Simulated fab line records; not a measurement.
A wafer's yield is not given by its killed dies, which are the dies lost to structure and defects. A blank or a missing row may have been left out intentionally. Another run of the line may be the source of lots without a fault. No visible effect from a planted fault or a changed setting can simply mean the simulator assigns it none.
Commonality check across tools    flow gf180mcu    Sampled: 12 lots, 36 wafers

## THE REASON FOR OPENING IT
2 of 12 lots carry a flag on the reading STI_CVD_03_THK at GF_STI_THK_MEAS_04. No-fault wafers: 206.8 nm, standard deviation 2.1.
Rule: flag the lot when none of its wafers has a number, or when each of its wafers that has one lies beyond 4 standard deviations from that mean. The rest of the lots are taken to be sound.

lot   measured     on             STI_CVD_03_THK (nm), wafer by wafer  flag
L858  day 1 23:34  film_metro-04  207.0 206.9 205.7                    
L860  day 2 10:25  film_metro-01  205.4 204.9 205.9                    
L861  day 2 14:39  film_metro-04  207.3 205.1 208.0                    
L862  day 2 19:34  film_metro-04  207.2 206.0 205.8                    
L863  day 3 02:01  film_metro-04  205.0 207.8 206.9                    
L866  day 3 15:34  film_metro-01  204.1 202.6 202.5                    
L867  day 3 20:41  film_metro-01  205.1 205.2 204.7                    
L868  day 4 02:35  film_metro-02  210.1 209.5 207.0                    
L869  day 4 10:44  film_metro-04  145.2 146.5 146.7                    FLAGGED
L870  day 4 13:14  film_metro-01  203.7 202.8 202.2                    
L872  day 4 21:38  film_metro-02  144.1 143.2 145.0                    FLAGGED
L879  day 6 08:34  film_metro-02  210.0 208.0 208.3                    
The numbers of the flagged lots are 145.1 nm on average: -61.7 nm against the usual, or -29 standard deviations.

## LOT BY LOT: THE TOOL USED
The record keeps 1 process step preceding the reading, out of 602 steps on the route. In each cell: the tool, then ch and the chambers that the sampled wafers went through, then the start.
lot   flag     GF_STI_CVD_03
L858           lpcvd-01 ch 1, day 1 21:34
L860           lpcvd-02 ch 1, day 2 08:26
L861           lpcvd-01 ch 1, day 2 12:40
L862           lpcvd-01 ch 1, day 2 17:34
L863           lpcvd-01 ch 0, day 3 00:02
L866           lpcvd-01 ch 1, day 3 13:34
L867           lpcvd-01 ch 1, day 3 18:41
L868           lpcvd-02 ch 1, day 4 00:35
L869  FLAGGED  lpcvd-01 ch 1, day 4 08:45
L870           lpcvd-02 ch 0, day 4 11:14
L872  FLAGGED  lpcvd-01 ch 1, day 4 19:38
L879           lpcvd-02 ch 0, day 6 06:34
What these steps do:
- GF_STI_CVD_03: deposits Si3N4 from DCS/NH3, target thk 207.16 nm, time 3551 s.
- GF_STI_THK_MEAS_04

## FLAGGED AGAINST TOTAL, ONE TOOL AT A TIME (gauges that did the reading follow at the end)
step                tool           lots run  flagged  share of the flagged lots  sound lots run after its first flagged lot
GF_STI_CVD_03       lpcvd-01       8         2        all                        0
GF_STI_CVD_03       lpcvd-02       4         0        none                       -
GF_STI_THK_MEAS_04  film_metro-01  4         0        none                       -
GF_STI_THK_MEAS_04  film_metro-02  3         1        some                       1 (L879)
GF_STI_THK_MEAS_04  film_metro-04  5         1        some                       0

## WHAT THE TABLE ALLOWS
1 row of the table ran every flagged lot: lpcvd-01 at GF_STI_CVD_03.
- lpcvd-01 at GF_STI_CVD_03 ran 8 lots, 2 of them flagged. Last sound lot L867 at day 3 18:41, first flagged lot L869 at day 4 08:45; a fault beginning in between fits.
Left over: one tool, lpcvd-01 at GF_STI_CVD_03.

## WHAT THE SIMULATOR PUT IN
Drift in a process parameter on lpcvd-01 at GF_STI_CVD_03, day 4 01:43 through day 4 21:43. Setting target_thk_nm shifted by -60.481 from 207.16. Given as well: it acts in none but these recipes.
Struck lots among those shown: L869, L872. Same finding as the rule above.
